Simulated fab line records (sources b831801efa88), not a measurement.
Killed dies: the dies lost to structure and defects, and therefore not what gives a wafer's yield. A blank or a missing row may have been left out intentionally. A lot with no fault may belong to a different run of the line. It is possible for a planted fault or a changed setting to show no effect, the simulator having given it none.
fab line records ; flow sky130
record lots=6; wafers=17; last_day=50
route steps=708 shown METAL5@664 PAD_OPEN@708
lots untouched by any fault: they come from a run of this same line in which no faults occurred
start_h: hours from the record's opening day to when the first of the lot's shown wafers began ; wait_h: how many hours have passed since the lot's step before this one ; " unchanged from the row above ; L1.1+2: one row covering several wafers at once ; - no value, or no start given ; * or withheld: withheld ; < > ~ a bound
route shown NAME@n: a module of which the file shows steps, and the number in the route of the first ; usual: mean/standard deviation taken from wafers without a fault ; same: alike in all rows ; chamber/n: place in a boat ; sites: readings site by site ; _std_site: the values' standard deviation ; _edge_site: inner sites' mean taken away from outer sites' mean ; radius_mm: for every site, how far away it sits from the centre of the wafer ; mask NAME#n: copy n ; behind: tool/chamber where the wafer was last shaped ; hold: cause of the lot's hold/its duration in hours/its outcome ; device: transistor that didn't switch, given as n, p or np ; end of line: tests run on the same wafers once the route is complete ; a step given without rows: its recipe and nothing more ; killed: not the wafer's yield, but the dies lost to structure and defects at the first sort ; map: shows each die of a wafer: x if killed, . if not, _ if none is there
set.NAME: the setting that was run; set.NAME@STEP: the one run at that earlier step ; model.NAME: the simulator's own value behind a step, which no gauge read
lots at selected steps of the route; one table per step, one row per wafer
services: the hour from which a tool's chamber was out of use, counted from the record's first day as start_h (under 0 if before that day), plus the number of hours and why
## steps
# step SKY_METAL5_SPUTTER_03
# recipe material=Ti; target_thk_nm=5; power_w=3000; time_s=3.3; chamber_pressure_pa=0.4
# usual throttle_valve_pct=29.2/0.84
lot.wafer;tool;chamber;start_h;wait_h;throttle_valve_pct
L396.2;pvd_sputter-04;-;1024.88;0.0;30.2
L396.3;pvd_sputter-04;-;1024.88;0.0;28.8
L396.5;pvd_sputter-04;-;1024.88;0.0;27.8
L399.3;pvd_sputter-03;-;1042.81;0.0;28.7
L399.5;pvd_sputter-03;-;1042.81;0.0;28.7
L399.6;pvd_sputter-03;-;1042.81;0.0;30.1
L408.2;pvd_sputter-01;-;1099.18;0.0;29.5
L408.3;pvd_sputter-01;-;1099.18;0.0;28.7
L408.6;pvd_sputter-01;-;1099.18;0.0;29.0
L413.2;pvd_sputter-01;-;1124.78;0.0;28.4
L413.3;pvd_sputter-01;-;1124.78;0.0;28.9
L414.3;pvd_sputter-04;-;1128.80;0.0;28.7
L414.5;pvd_sputter-04;-;1128.80;0.0;28.7
L414.6;pvd_sputter-04;-;1128.80;0.0;28.2
L415.1;pvd_sputter-04;-;1134.04;0.0;28.9
L415.4;pvd_sputter-04;-;1134.04;0.0;30.1
L415.5;pvd_sputter-04;-;1134.04;0.0;29.2
# step SKY_METAL5_SPUTTER_04
# recipe material=TiN; target_thk_nm=70; power_w=6500; time_s=58.3; chamber_pressure_pa=0.4
# usual throttle_valve_pct=29.2/0.86
lot.wafer;tool;chamber;start_h;wait_h;throttle_valve_pct
L396.2;pvd_sputter-04;-;1024.90;0.0;30.1
L396.3;pvd_sputter-04;-;1024.90;0.0;28.7
L396.5;pvd_sputter-04;-;1024.90;0.0;28.1
L399.3;pvd_sputter-03;-;1042.83;0.0;28.9
L399.5;pvd_sputter-03;-;1042.83;0.0;28.5
L399.6;pvd_sputter-03;-;1042.83;0.0;30.1
L408.2;pvd_sputter-01;-;1099.20;0.0;29.6
L408.3;pvd_sputter-01;-;1099.20;0.0;28.5
L408.6;pvd_sputter-01;-;1099.20;0.0;28.9
L413.2;pvd_sputter-01;-;1124.80;0.0;28.4
L413.3;pvd_sputter-01;-;1124.80;0.0;28.8
L414.3;pvd_sputter-04;-;1128.82;0.0;28.8
L414.5;pvd_sputter-04;-;1128.82;0.0;28.7
L414.6;pvd_sputter-04;-;1128.82;0.0;27.5
L415.1;pvd_sputter-04;-;1134.06;0.0;28.8
L415.4;pvd_sputter-04;-;1134.06;0.0;30.0
L415.5;pvd_sputter-04;-;1134.06;0.0;29.2
# step SKY_METAL5_RS_MEAS_05
# recipe thk_meas_gauge=four-point-probe; reads=TiN_of_METAL5_SPUTTER_04+Ti_of_METAL5_SPUTTER_03+AlCu_of_METAL5_SPUTTER_02+TiN_of_METAL5_SPUTTER_01+Ti_of_METAL5_SPUTTER_00
# usual METAL5_ALCU_RS=0.02701/0.00024
lot.wafer;tool;chamber;start_h;wait_h;METAL5_ALCU_RS[ohm/sq]
L396.2;film_metro-04;-;1024.97;0.0;0.02717
L396.3;film_metro-04;-;1024.97;0.0;0.02701
L396.5;film_metro-04;-;1024.97;0.0;0.02716
L399.3;film_metro-04;-;1042.92;0.1;0.02677
L399.5;film_metro-04;-;1042.92;0.1;0.02695
L399.6;film_metro-04;-;1042.92;0.1;0.02707
L408.2;film_metro-04;-;1099.27;0.0;0.02667
L408.3;film_metro-04;-;1099.27;0.0;0.02663
L408.6;film_metro-04;-;1099.27;0.0;0.02639
L413.2;film_metro-02;-;1124.87;0.0;0.02711
L413.3;film_metro-02;-;1124.87;0.0;0.02732
L414.3;film_metro-04;-;1128.91;0.1;0.02721
L414.5;film_metro-04;-;1128.91;0.1;0.02728
L414.6;film_metro-04;-;1128.91;0.1;0.02705
L415.1;film_metro-03;-;1134.11;0.0;0.027
L415.4;film_metro-03;-;1134.11;0.0;0.0272
L415.5;film_metro-03;-;1134.11;0.0;0.02703
# step SKY_METAL5_THK_MEAS_06
# recipe thk_meas_gauge=xrf; reads=AlCu_of_METAL5_SPUTTER_02
# usual METAL5_ALCU_THK=1154/11
lot.wafer;tool;chamber;start_h;wait_h;METAL5_ALCU_THK[nm]
L396.2;film_metro-04;-;1025.08;0.1;1138
L396.3;film_metro-04;-;1025.08;0.1;1146
L396.5;film_metro-04;-;1025.08;0.1;1143
L399.3;film_metro-04;-;1043.02;0.1;1167
L399.5;film_metro-04;-;1043.02;0.1;1159
L399.6;film_metro-04;-;1043.02;0.1;1154
L408.2;film_metro-04;-;1099.38;0.1;1170
L408.3;film_metro-04;-;1099.38;0.1;1173
L408.6;film_metro-04;-;1099.38;0.1;1187
L413.2;film_metro-02;-;1124.98;0.1;1158
L413.3;film_metro-02;-;1124.98;0.1;1150
L414.3;film_metro-04;-;1129.01;0.1;1147
L414.5;film_metro-04;-;1129.01;0.1;1141
L414.6;film_metro-04;-;1129.01;0.1;1151
L415.1;film_metro-03;-;1134.23;0.1;1148
L415.4;film_metro-03;-;1134.23;0.1;1137
L415.5;film_metro-03;-;1134.23;0.1;1151
# step SKY_METAL5_DEHYDRATE_07
# recipe temp_c=200; time_s=60
# step SKY_METAL5_HMDS_08
# recipe prime_time_s=60; prime_temp_c=120
# step SKY_METAL5_COAT_09
# recipe resist=NOVOLAK; spin_rpm=3000; resist_thk_nm=1800
# step SKY_METAL5_SOFTBAKE_10
# recipe temp_c=90; time_s=60; resist=NOVOLAK
# step SKY_METAL5_EXPOSE_11
# recipe mask_id=MM5; na=0.6; source_shape=conventional; sigma_outer=0.6; polarization=unpolarized; target_cd_nm=1600; dose_mj=190
# step SKY_METAL5_PEB_12
# recipe temp_c=withheld; time_s=*; resist=NOVOLAK
# step SKY_METAL5_DEVELOP_13
# recipe resist=NOVOLAK; developer=TMAH; develop_time_s=60; dev_temp_c=23
# step SKY_METAL5_DESCUM_14
# recipe chemistry=O2; source_power_w=150; bias_power_w=0; pressure_mtorr=10; temp_c=40; time_s=11
# usual chamber_pressure_mTorr=10.001/0.0091; drypump_motor_current_A=5.5/0.39; oes_product_au=1.003/0.0074
lot.wafer;tool;chamber;start_h;wait_h;chamber_pressure_mTorr;drypump_motor_current_A;oes_product_au;rf_hours_counter_h
L396.2;rie_metal-04;0;1047.52;0.1;9.995;5.9;0.989;17
L396.3;rie_metal-04;0;1047.52;0.1;10.001;5.9;0.994;-
L396.5;rie_metal-04;0;1047.52;0.1;9.999;5.9;0.984;-
L399.3;rie_metal-02;1;1064.73;0.1;10.017;6.0;0.999;-
L399.5;rie_metal-02;1;1064.73;0.1;10.001;6.0;1.006;-
L399.6;rie_metal-02;1;1064.73;0.1;10.006;6.0;1.005;-
L408.2;rie_metal-04;1;1119.06;0.1;9.993;5.7;1.010;11
L408.3;rie_metal-04;0;1119.06;0.1;9.989;5.9;1.009;-
L408.6;rie_metal-04;1;1119.06;0.1;10.000;5.7;1.010;-
L413.2;rie_metal-04;0;1143.76;0.1;10.000;5.9;0.989;25
L413.3;rie_metal-04;0;1143.76;0.1;9.991;5.9;0.998;-
L414.3;rie_metal-03;0;1147.69;0.1;10.004;5.1;1.002;-
L414.5;rie_metal-03;0;1147.69;0.1;10.003;5.1;1.011;-
L414.6;rie_metal-03;0;1147.69;0.1;10.011;5.1;1.014;-
L415.1;rie_metal-03;0;1151.71;0.1;10.000;5.1;0.998;18
L415.4;rie_metal-03;0;1151.71;0.1;10.004;5.1;1.002;-
L415.5;rie_metal-03;0;1151.71;0.1;10.005;5.1;0.995;-
# step SKY_METAL5_METAL_ETCH_15
# recipe target_depth_a=12600; stop_on=SiO2; over_etch_frac=0.2; time_s=252; chemistry=Cl2/BCl3; resist_sidewall_deg=86; pressure_mtorr=10; icp_w=900; bias_w=48.5; Cl2_flow_sccm=60; bcl3_flow_sccm=30
# usual chamber_pressure_mTorr=10.001/0.0099; drypump_motor_current_A=5.5/0.39; oes_product_au=0.894/0.0048; throttle_valve_pct=22.264/0.0094
# same over_etch_frac=0.2
lot.wafer;tool;chamber;start_h;wait_h;chamber_pressure_mTorr;drypump_motor_current_A;oes_product_au;rf_hours_counter_h;throttle_valve_pct;model.NOVOLAK_of_METAL5_COAT_09.thk_nm;model.METAL5.cd_nm;model.SiO2_of_VIA4_HDPCVD_00.thk_nm
L396.2;rie_metal-04;0;1047.55;0.0;9.985;5.9;0.899;17;22.265;1045;1599;549.1
L396.3;rie_metal-04;0;1047.55;0.0;9.997;5.9;0.899;-;22.265;1038;1600;548.9
L396.5;rie_metal-04;0;1047.55;0.0;9.999;5.9;0.897;-;22.280;1046;1599;547.3
L399.3;rie_metal-02;1;1064.93;0.2;10.009;6.0;0.895;-;22.266;1027;1597;548.5
L399.5;rie_metal-02;1;1064.93;0.2;10.011;6.0;0.890;-;22.259;1024;1600;548.1
L399.6;rie_metal-02;1;1064.93;0.2;9.993;6.0;0.892;-;22.266;1022;1603;547.6
L408.2;rie_metal-04;1;1119.09;0.0;9.983;5.7;0.890;11;22.262;658.6;1554;536.1
L408.3;rie_metal-04;0;1119.09;0.0;9.995;5.9;0.897;-;22.267;1040;1602;548.4
L408.6;rie_metal-04;1;1119.09;0.0;10.004;5.7;0.891;-;22.284;655.2;1553;535.1
L413.2;rie_metal-04;0;1143.79;0.0;10.010;5.9;0.889;25;22.258;656.8;1560;537.2
L413.3;rie_metal-04;0;1143.79;0.0;10.026;5.9;0.891;-;22.280;1040;1606;548.7
L414.3;rie_metal-03;0;1147.90;0.2;9.999;5.1;0.893;-;22.255;1035;1596;549.5
L414.5;rie_metal-03;0;1147.90;0.2;9.988;5.1;0.892;-;22.250;1034;1596;549.2
L414.6;rie_metal-03;0;1147.90;0.2;10.003;5.1;0.891;-;22.279;1025;1595;550
L415.1;rie_metal-03;0;1151.77;0.1;9.980;5.1;0.899;18;22.280;1023;1602;548.6
L415.4;rie_metal-03;0;1151.77;0.1;9.995;5.1;0.885;-;22.253;1025;1603;550
L415.5;rie_metal-03;0;1151.77;0.1;9.993;5.1;0.892;-;22.263;1031;1596;549.4
# step SKY_METAL5_STRIP_16
# recipe chemistry=O2/N2; power_w=1400; pressure_mtorr=1500; platen_temp_c=withheld; o2_flow_sccm=3000; n2_flow_sccm=300; overash_fraction=0.5
# usual chamber_pressure_mTorr=1499.8/1.3; drypump_motor_current_A=5.72/0.23; oes_product_au=0.710/0.0045; strip_time_to_endpoint_s=13.03/0.098
lot.wafer;tool;chamber;start_h;wait_h;chamber_pressure_mTorr;drypump_motor_current_A;oes_product_au;rf_hours_counter_h;strip_time_to_endpoint_s
L396.2;plasma_asher-04;1;1047.79;0.2;1500.0;5.83;0.707;28;13.17
L396.3;plasma_asher-04;0;1047.79;0.2;1499.5;5.78;0.716;-;13.13
L396.5;plasma_asher-04;0;1047.79;0.2;1499.5;5.78;0.712;-;13.19
L399.3;plasma_asher-01;0;1065.28;0.3;1498.9;5.27;0.711;-;12.98
L399.5;plasma_asher-01;1;1065.28;0.3;1500.2;5.75;0.707;-;12.94
L399.6;plasma_asher-01;0;1065.28;0.3;1501.1;5.28;0.716;-;12.90
L408.2;plasma_asher-01;0;1119.33;0.2;1501.1;5.28;0.579;6;8.71
L408.3;plasma_asher-01;1;1119.33;0.2;1498.0;5.76;0.711;-;13.14
L408.6;plasma_asher-01;1;1119.33;0.2;1503.3;5.76;0.582;-;8.66
L413.2;plasma_asher-04;0;1144.03;0.2;1500.9;5.77;0.590;38;8.67
L413.3;plasma_asher-04;1;1144.03;0.2;1501.1;5.87;0.712;-;13.12
L414.3;plasma_asher-04;1;1148.24;0.3;1499.6;5.89;0.708;-;13.07
L414.5;plasma_asher-04;1;1148.24;0.3;1500.0;5.91;0.710;-;13.04
L414.6;plasma_asher-04;0;1148.24;0.3;1499.7;5.80;0.704;-;12.94
L415.1;plasma_asher-01;1;1152.24;0.4;1497.7;5.77;0.709;6;12.95
L415.4;plasma_asher-01;0;1152.24;0.4;1500.6;5.25;0.709;-;12.97
L415.5;plasma_asher-01;0;1152.24;0.4;1501.0;5.26;0.708;-;13.04
# step SKY_METAL5_STRIP_17
# recipe chemistry=post_etch_residue_remover; time_s=1200; temp_c=72.5
# step SKY_PAD_OPEN_PROBE_99
# usual defect_limited_yield=81.9/1.9; killed_at_M0_to_M3=45/7.3; killed_at_M4_up=3.2/1.8; killed_at_contacts=25/5.5; killed_at_front_end=15/4.2; killed_at_other=0.3/0.69; killed_dies=89/9.4; killed_open=49/6.6; killed_short=40/6.4; sort_bin_3_pad_short=0.9/0.43; sort_bin_5_function=10.7/1.5; sort_bin_6_memory=6.5/1.2; sort_n_pass=403/9.4; sort_yield_pct=81.9/1.9
# same gross_dies=492; killed_at_back_side=0; sort_bin_4_leakage[%]=0; sort_bin_8_speed[%]=0
lot.wafer;tool;chamber;start_h;wait_h;defect_limited_yield[%];killed_at_M0_to_M3;killed_at_M4_up;killed_at_contacts;killed_at_front_end;killed_at_other;killed_dies;killed_open;killed_short;sort_bin_3_pad_short[%];sort_bin_5_function[%];sort_bin_6_memory[%];sort_n_pass;sort_yield_pct[%];model.etest.met5.width_nm;model.etest.met5.line_ohm_um
L396.2;prober-02;-;1092.07;0.1;78.5;58;5;25;18;0;106;56;50;1.0;11.2;9.3;386;78.5;1599;0.01713
L396.3;prober-02;-;1092.12;0.2;80.9;49;5;26;14;0;94;60;34;1.2;11.0;6.9;398;80.9;1598;0.01691
L396.5;prober-02;-;1092.22;0.2;78.3;60;2;29;16;0;107;60;47;1.4;12.8;7.5;385;78.3;1600;0.01723
L399.3;prober-02;-;1109.02;0.2;81.3;51;4;21;16;0;92;57;35;0.8;13.0;4.9;400;81.3;1598;0.01662
L399.5;prober-02;-;1109.12;0.2;81.7;40;2;28;20;0;90;51;38;0.2;10.0;8.1;402;81.7;1598;0.017
L399.6;prober-02;-;1109.17;0.2;84.8;37;1;22;15;0;75;39;36;0.2;7.7;7.3;417;84.8;1599;0.01708
L408.2;prober-02;-;1159.58;0.1;79.5;60;3;20;16;2;101;38;63;2.2;10.6;7.7;391;79.5;1554;0.01717
L408.3;prober-02;-;1159.63;0.2;83.3;39;9;20;14;0;82;47;33;0.8;9.3;6.5;410;83.3;1602;0.01666
L408.6;prober-02;-;1159.78;0.2;82.3;49;5;21;12;0;87;42;45;0.8;10.2;6.7;405;82.3;1554;0.0171
L413.2;prober-01;-;1181.86;0.1;85.8;38;1;22;9;0;70;39;30;0.4;7.9;5.9;422;85.8;1562;0.01733
L413.3;prober-01;-;1181.91;0.2;80.9;41;3;33;17;0;94;51;42;1.2;10.0;7.9;398;80.9;1608;0.01707
L414.3;prober-02;-;1184.79;0.2;75.8;61;1;37;20;0;119;66;53;1.0;16.9;6.3;373;75.8;1597;0.0173
L414.5;prober-02;-;1184.89;0.2;82.3;44;0;33;10;0;87;50;37;1.4;10.8;5.5;405;82.3;1595;0.01717
L414.6;prober-02;-;1184.94;0.2;80.5;43;1;40;12;0;96;56;40;0.4;12.2;6.9;396;80.5;1595;0.0168
L415.1;prober-01;-;1189.58;0.1;79.7;42;5;38;15;0;100;43;57;1.2;12.4;6.7;392;79.7;1602;0.01685
L415.4;prober-01;-;1189.73;0.2;81.9;38;4;25;22;0;89;45;42;0.8;10.6;6.7;403;81.9;1604;0.01709
L415.5;prober-01;-;1189.78;0.2;78.0;50;5;35;18;0;108;53;53;1.4;11.8;8.7;384;78.0;1599;0.01697
# killed by level:class
L396.2 VIA1:geometric_particle:short=12 VIA1:geometric_particle:open=10 LI_CONTACT:geometric_particle:open=9 VIA3:geometric_particle:open=9 CONTACT:geometric_particle:short=7 VIA2:geometric_particle:open=7 METAL1:geometric_particle:short=6 FIELD_ISO:geometric_particle:short=5
L396.3 VIA3:geometric_particle:open=12 CONTACT:geometric_particle:open=12 VIA1:geometric_particle:open=11 LI_CONTACT:geometric_particle:open=7 METAL1:geometric_particle:short=7 FIELD_ISO:geometric_particle:short=6 METAL4:geometric_particle:short=5 VIA2:geometric_particle:open=5
L396.5 VIA1:geometric_particle:open=14 LI_CONTACT:geometric_particle:open=12 VIA2:geometric_particle:open=9 CONTACT:geometric_particle:open=8 METAL1:geometric_particle:short=8 VIA1:geometric_particle:short=7 VIA3:geometric_particle:open=6 FIELD_ISO:geometric_particle:short=5
L399.3 VIA1:geometric_particle:open=14 VIA3:geometric_particle:open=14 CONTACT:geometric_particle:open=10 VIA1:geometric_particle:short=6 FIELD_ISO:geometric_particle:open=5 POLY_GATE:geometric_particle:open=4 LOCAL_INTERCONNECT:geometric_particle:short=4 CONTACT:geometric_particle:short=4
L399.5 CONTACT:geometric_particle:open=13 VIA3:geometric_particle:open=13 POLY_GATE:geometric_particle:short=7 LI_CONTACT:geometric_particle:open=7 VIA1:geometric_particle:open=6 METAL2:geometric_particle:short=6 FIELD_ISO:geometric_particle:open=4 FIELD_ISO:geometric_particle:short=3
L399.6 CONTACT:geometric_particle:open=10 METAL2:geometric_particle:short=10 VIA1:geometric_particle:open=7 CONTACT:geometric_particle:short=5 VIA1:geometric_particle:short=5 POLY_CUT:geometric_particle:open=4 VIA3:geometric_particle:open=4 FIELD_ISO:geometric_particle:short=3
L408.2 VIA1:geometric_particle:open=15 POLY_GATE:geometric_particle:short=10 METAL2:geometric_particle:short=8 METAL1:geometric_particle:short=8 CONTACT:geometric_particle:short=7 CONTACT:geometric_particle:open=6 VIA3:geometric_particle:open=6 VIA1:geometric_particle:short=5
L408.3 VIA1:geometric_particle:open=14 CONTACT:geometric_particle:open=8 VIA2:geometric_particle:open=8 FIELD_ISO:geometric_particle:short=6 METAL4:geometric_particle:short=6 FIELD_ISO:geometric_particle:open=5 LI_CONTACT:geometric_particle:open=4 CONTACT:geometric_particle:short=3
L408.6 VIA2:geometric_particle:open=11 VIA1:geometric_particle:open=8 CONTACT:geometric_particle:open=7 LOCAL_INTERCONNECT:geometric_particle:short=6 VIA1:geometric_particle:short=6 VIA3:geometric_particle:open=6 FIELD_ISO:geometric_particle:short=5 CONTACT:geometric_particle:short=5
L413.2 CONTACT:geometric_particle:open=10 VIA3:geometric_particle:open=7 VIA1:geometric_particle:open=6 VIA2:geometric_particle:open=6 LI_CONTACT:geometric_particle:open=4 CONTACT:geometric_particle:short=4 METAL2:geometric_particle:short=4 VIA3:geometric_particle:short=4
L413.3 CONTACT:geometric_particle:open=16 VIA2:geometric_particle:open=9 VIA1:geometric_particle:open=8 LOCAL_INTERCONNECT:geometric_particle:short=7 FIELD_ISO:geometric_particle:open=6 CONTACT:geometric_particle:short=6 METAL1:geometric_particle:short=5 FIELD_ISO:geometric_particle:short=4
L414.3 CONTACT:geometric_particle:open=15 VIA1:geometric_particle:open=10 VIA2:geometric_particle:open=9 LI_CONTACT:geometric_particle:open=9 VIA3:geometric_particle:open=9 VIA3:geometric_particle:short=8 METAL2:geometric_particle:short=7 POLY_GATE:geometric_particle:open=6
L414.5 CONTACT:geometric_particle:open=16 VIA1:geometric_particle:open=9 VIA2:geometric_particle:open=9 METAL2:geometric_particle:short=6 VIA3:geometric_particle:open=5 CONTACT:geometric_particle:short=5 LI_CONTACT:geometric_particle:short=4 LI_CONTACT:geometric_particle:open=4
L414.6 CONTACT:geometric_particle:open=17 LI_CONTACT:geometric_particle:open=9 VIA2:geometric_particle:open=9 METAL2:geometric_particle:short=8 LI_CONTACT:geometric_particle:short=7 VIA1:geometric_particle:short=7 POLY_GATE:geometric_particle:open=4 VIA1:geometric_particle:open=4
L415.1 LI_CONTACT:geometric_particle:open=11 CONTACT:geometric_particle:open=11 FIELD_ISO:geometric_particle:short=6 LI_CONTACT:geometric_particle:short=6 METAL2:geometric_particle:short=6 VIA3:geometric_particle:short=6 VIA2:geometric_particle:short=5 LOCAL_INTERCONNECT:geometric_particle:short=5
L415.4 CONTACT:geometric_particle:open=9 LI_CONTACT:geometric_particle:open=7 FIELD_ISO:geometric_particle:open=6 VIA1:geometric_particle:open=6 METAL2:geometric_particle:short=6 CONTACT:geometric_particle:short=5 VIA2:geometric_particle:open=5 FIELD_ISO:geometric_particle:short=4
L415.5 VIA1:geometric_particle:open=9 CONTACT:geometric_particle:open=9 VIA3:geometric_particle:open=9 LI_CONTACT:geometric_particle:short=8 CONTACT:geometric_particle:short=8 METAL1:geometric_particle:short=8 METAL2:geometric_particle:short=7 VIA2:geometric_particle:open=7
## services
tool;chamber;start_h;hours;kind
plasma_asher-04;-;1004.67;1.3;repair
rie_metal-04;-;1030.24;0.2;repair
plasma_asher-01;-;1055.25;9.0;pm
plasma_asher-01;0;1055.25;9.0;vent_cycle
plasma_asher-01;1;1055.25;9.0;vent_cycle
rie_metal-02;0;1062.51;-;clean
rie_metal-02;0;1062.51;15.9;scheduled_down
rie_metal-02;0;1062.51;15.9;vent_cycle
plasma_asher-01;0;1064.25;-;clean
plasma_asher-01;1;1064.25;-;clean
plasma_asher-04;-;1102.47;2.8;pm
pvd_sputter-01;-;1108.38;1.7;repair
plasma_asher-04;-;1110.00;14.6;pm
plasma_asher-01;-;1123.50;26.3;pm
rie_metal-02;1;1143.70;8.6;repair
rie_metal-03;1;1145.38;-;clean
rie_metal-03;1;1145.38;-;consumable_replace:focus_ring
rie_metal-03;1;1145.38;21.9;scheduled_down
rie_metal-03;1;1145.38;21.9;vent_cycle
## key
first_sign step=SKY_METAL5_STRIP_16; reading=strip_time_to_endpoint_s; direction=down; sigmas=44; usual=*; struck=*
effect step=SKY_METAL5_STRIP_16; reading=oes_product_au; direction=down; sigmas=28; usual=0.710; struck=0.584
model_effect step=SKY_METAL5_METAL_ETCH_15; value=NOVOLAK_of_METAL5_COAT_09.thk_nm; without=1043; struck=656.9
model_effect step=SKY_PAD_OPEN_PROBE_99; value=etest.met5.width_nm; without=1602; struck=1557
met_at SKY_METAL5_METAL_ETCH_15
struck_wafers L408.2,L408.6,L413.2
onset_between 1047.55 1119.09
fault kind=process_parameter_drift; tool=rie_metal-04; chamber=-; onset_h=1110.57; steps=SKY_METAL5_METAL_ETCH_15; channel=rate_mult; offset=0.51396; shape=step; end_h=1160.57; scope=struck_wafers_only
